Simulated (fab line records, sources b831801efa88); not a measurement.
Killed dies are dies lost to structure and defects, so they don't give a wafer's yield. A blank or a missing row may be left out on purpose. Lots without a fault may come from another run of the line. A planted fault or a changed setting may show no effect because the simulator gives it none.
fab line records | flow sky130 | part 2 of 2: steps 32 to 42 of 42
record lots=5 wafers=15 last_day=50
route steps=708 shown SONOS_ONO@183 GATE_OXIDE@187 POLY_GATE@204 RES_PROTECT@206
lots that met no fault: from a run of the same line without faults
start_h: hours from the record's first day to the start of the lot's first wafer shown | wait_h: hours since the lot's step before | " the same as in the row above | L1.1+2: a row that stands for several wafers | - no value, or no start given | * or withheld: withheld | < > ~ a bound
route shown NAME@n: a module of which the file shows steps, and the number in the route of the first | usual: mean/standard deviation of fault-free wafers | same: alike in all rows | chamber/n: place in a boat | sites: the reading at each site | _std_site: their standard deviation | _edge_site: outer sites' mean less inner sites' | radius_mm: how far each site lies from the wafer's centre | mask NAME#n: copy n | behind: the tool/chamber that last shaped the wafer | hold: why the lot was held/for how many hours/how that ended | device: the transistor (n, p or np) that didn't switch | end of line: the same wafers' tests at the end of the route | a step without rows: its recipe alone | killed: dies lost to structure and defects at the first sort, not the wafer's yield | map: a wafer's dies, x killed, . not, _ none there
set.NAME: the setting as run; set.NAME@STEP: as run at that earlier step | model.NAME: the simulator's own value behind a step, which no gauge read
lots at some steps of the route; a table a step, a row a wafer
services: from which hour (start_h, from the record's first day; less than 0 if before it) a tool's chamber was out of use, for how many hours, and why
## steps
# step SKY_RES_PROTECT_STRIP_07
# recipe chemistry=O2/N2 power_w=1400 pressure_mtorr=1500 platen_temp_c=withheld o2_flow_sccm=3000 n2_flow_sccm=300 overash_fraction=0.5
# usual drypump_motor_current_A=5.87/0.29 oes_product_au=0.518/0.0047 strip_time_to_endpoint_s=23.28/0.054
# columns lot.wafer tool chamber start_h wait_h drypump_motor_current_A oes_product_au rf_hours_counter_h strip_time_to_endpoint_s
L081.2 plasma_asher-02 1 399.09 0.1 5.72 0.514 28 23.24
L081.3 " 0 " " 5.57 0.523 - 23.26
L081.5 " 0 " " 5.57 0.517 - 23.23
L088.1 plasma_asher-03 1 466.62 0.1 6.01 0.520 64 23.27
L088.2 " 0 " " 6.41 0.520 64 23.30
L088.3 " 1 " " 6.02 0.516 - 23.30
L089.1 plasma_asher-02 0 477.63 0.1 5.58 0.523 36 23.36
L089.3 " 0 " " 5.58 0.521 - 23.39
L089.5 " 0 " " 5.58 0.522 - 23.34
L092.1 plasma_asher-02 0 500.77 0.1 5.59 0.522 38 23.25
L092.2 " 1 " " 5.70 0.509 38 23.25
L092.3 " 0 " " 5.59 0.518 - 23.24
L097.2 plasma_asher-01 0 531.54 0.1 5.60 0.521 83 23.31
L097.3 " 1 " " 6.05 0.517 - 23.35
L097.6 " 0 " " 5.59 0.520 - 23.32
# step SKY_RES_PROTECT_TW_MEAS_08
# usual POLY_GATE_TW=4049/29
# columns lot.wafer tool chamber start_h wait_h POLY_GATE_TW
L081.2 film_metro-02 - 399.20 0.1 4091
L081.3 " - " " 4093
L081.5 " - " " 4090
L088.1 film_metro-03 - 466.72 0.1 4042
L088.2 " - " " 4061
L088.3 " - " " 4031
L089.1 film_metro-03 - 477.73 0.1 4060
L089.3 " - " " 4065
L089.5 " - " " 4047
L092.1 film_metro-02 - 500.87 0.1 4087
L092.2 " - " " 4093
L092.3 " - " " 4099
L097.2 film_metro-03 - 531.65 0.1 4031
L097.3 " - " " 4013
L097.6 " - " " 4011
# step SKY_RES_PROTECT_CLEAN_09
# recipe chemistry=SC1/SC2 mix=1:4:20 temp_c=70 time_s=150 dry=n2_spin
# columns lot.wafer tool chamber start_h wait_h
L081.2+3+5 wet_bench-03 3 399.25 0.0
L088.1+2+3 wet_bench-03 2 466.78 0.1
L089.1+3+5 wet_bench-03 0 477.82 0.1
L092.1+2+3 wet_bench-03 0 500.93 0.1
L097.2+3+6 wet_bench-02 3 531.70 0.0
# step SKY_POLY_GATE_CVD_03
# recipe material=Si3N4 precursor=DCS/NH3 target_thk_nm=75 temp_c=770 time_s=1290 pressure_mtorr=250
# usual spike_tc_centre_C=771.3/1.2 zone_power_lower_pct=13.3/1
# columns lot.wafer tool chamber start_h wait_h spike_tc_centre_C zone_power_lower_pct
L081.2 lpcvd-02 0 400.73 1.4 771.5 14.2
L081.3 " 0 " " 771.0 13.9
L081.5 " 0 " " 772.7 14.0
L088.1 lpcvd-02 0 467.39 0.6 770.8 14.3
L088.2 " 0 " " 771.4 13.7
L088.3 " 0 " " 771.0 14.0
L089.1 lpcvd-02 0 477.87 0.0 771.8 14.3
L089.3 " 0 " " 773.6 14.1
L089.5 " 0 " " 772.7 14.1
L092.1 lpcvd-02 0 500.98 0.0 771.7 14.1
L092.2 " 0 " " 771.1 14.2
L092.3 " 0 " " 771.8 14.0
L097.2 lpcvd-02 1 533.06 1.3 770.6 12.3
L097.3 " 1 " " 769.6 12.0
L097.6 " 1 " " 770.9 12.3
# step SKY_POLY_GATE_THK_MEAS_04
# recipe reads=Si3N4_of_POLY_GATE_CVD_03
# usual POLY_GATE_CVD_03_THK=75.6/0.7
# columns lot.wafer tool chamber start_h wait_h POLY_GATE_CVD_03_THK[nm]
L081.2 film_metro-03 - 402.10 0.0 76.1
L081.3 " - " " 77.2
L081.5 " - " " 76.1
L088.1 film_metro-03 - 468.75 0.0 75.4
L088.2 " - " " 75.1
L088.3 " - " " 74.2
L089.1 film_metro-02 - 479.23 0.0 75.9
L089.3 " - " " 75.3
L089.5 " - " " 75.8
L092.1 film_metro-01 - 502.34 0.0 74.1
L092.2 " - " " 74.9
L092.3 " - " " 74.4
L097.2 film_metro-02 - 534.43 0.0 75.4
L097.3 " - " " 75.4
L097.6 " - " " 74.8
# step SKY_POLY_GATE_DEHYDRATE_05
# recipe temp_c=200 time_s=60
# usual heater_power_total_W=160.38/0.13
# columns lot.wafer tool chamber start_h wait_h heater_power_total_W
L081.2 litho_track-03 0 417.01 14.9 160.42
L081.3 " 0 " " 160.33
L081.5 " 0 " " 160.57
L088.1 litho_track-03 0 483.58 14.8 160.28
L088.2 " 0 " " 160.39
L088.3 " 0 " " 160.46
L089.1 litho_track-03 0 493.63 14.4 160.20
L089.3 " 0 " " 160.57
L089.5 " 0 " " 160.25
L092.1 litho_track-01 0 517.18 14.8 160.54
L092.2 " 0 " " 160.41
L092.3 " 0 " " 160.30
L097.2 litho_track-02 0 549.46 15.0 160.35
L097.3 " 0 " " 160.31
L097.6 " 0 " " 160.31
# step SKY_POLY_GATE_HMDS_06
# recipe prime_time_s=60 prime_temp_c=120
# columns lot.wafer tool chamber start_h wait_h
L081.2+3+5 litho_track-03 0 417.16 0.1
L088.1+2+3 litho_track-03 0 483.73 0.1
L089.1+3+5 litho_track-03 0 493.78 0.1
L092.1+2+3 litho_track-01 0 517.33 0.1
L097.2+3+6 litho_track-02 0 549.61 0.1
# step SKY_POLY_GATE_COAT_07
# recipe resist=BARC temp_c=withheld time_s=withheld spin_rpm=3000 resist_thk_nm=110
# columns lot.wafer tool chamber start_h wait_h
L081.2+3+5 litho_track-03 0 417.31 0.1
L088.1+2+3 litho_track-03 0 483.88 0.1
L089.1+3+5 litho_track-03 0 493.93 0.1
L092.1+2+3 litho_track-01 0 517.48 0.1
L097.2+3+6 litho_track-02 0 549.76 0.1
# step SKY_POLY_GATE_COAT_08
# recipe resist=KrF-thick spin_rpm=3000 resist_thk_nm=450
# columns lot.wafer tool chamber start_h wait_h
L081.2+3+5 litho_track-03 0 - -
L088.1+2+3 litho_track-03 0 - -
L089.1+3+5 litho_track-03 0 - -
L092.1+2+3 litho_track-01 0 - -
L097.2+3+6 litho_track-02 0 - -
# step SKY_POLY_GATE_SOFTBAKE_09
# recipe temp_c=100 time_s=88.72 resist=KrF-thick
# usual heater_power_total_W=57.62/0.14
# columns lot.wafer tool chamber start_h wait_h heater_power_total_W
L081.2 litho_track-03 0 - - 57.78
L081.3 " 0 " " 57.55
L081.5 " 0 " " 57.82
L088.1 litho_track-03 0 - - 57.54
L088.2 " 0 " " 57.48
L088.3 " 0 " " 57.48
L089.1 litho_track-03 0 - - 57.43
L089.3 " 0 " " 57.71
L089.5 " 0 " " 57.82
L092.1 litho_track-01 0 - - 57.75
L092.2 " 0 " " 57.78
L092.3 " 0 " " 57.58
L097.2 litho_track-02 0 - - 57.45
L097.3 " 0 " " 57.79
L097.6 " 0 " " 57.86
# step SKY_POLY_GATE_EXPOSE_10
# recipe mask_id=P1M na=0.68 source_shape=conventional sigma_outer=0.6 target_cd_nm=150 dose_mj=28
# same sigma_outer=0.6
# columns lot.wafer tool chamber start_h wait_h mask
L081.2+3+5 krf_scanner-01 0 - - P1M#0
L088.1+2+3 krf_scanner-01 0 - - P1M#0
L089.1+3+5 krf_scanner-02 0 - - P1M#0
L092.1+2+3 krf_scanner-02 0 - - P1M#0
L097.2+3+6 krf_scanner-01 0 - - P1M#0
## services
# columns tool chamber start_h hours kind
furnace-01 - 325.42 3.7 pm
rie_diel-02 0 340.40 35.3 repair
plasma_asher-01 - 352.47 6.1 repair
plasma_asher-01 - 354.64 6.3 repair
rie_diel-02 2 369.13 6.2 repair
plasma_asher-02 - 385.00 1.2 repair
iline_stepper-02 - 388.85 8.0 repair
plasma_asher-01 - 396.24 4.5 repair
wet_bench-01 - 421.28 1.9 repair
furnace-02 - 421.39 2.9 pm
plasma_asher-02 - 425.66 4.3 pm
plasma_asher-01 - 442.55 13.8 repair
furnace-02 - 445.65 2.6 pm
iline_stepper-01 - 450.76 2.4 repair
wet_bench-04 - 452.96 2.3 repair
lpcvd-02 - 455.14 3.9 repair
implanter-04 - 459.14 11.1 repair
implanter-04 - 480.74 5.0 pm
wet_bench-04 - 493.24 42.1 pm
iline_stepper-02 - 502.87 1.7 pm
iline_stepper-01 - 505.46 1.7 pm
iline_stepper-02 - 527.47 8.9 pm
wet_bench-04 - 535.35 4.4 pm
furnace-02 - 546.64 4.1 pm
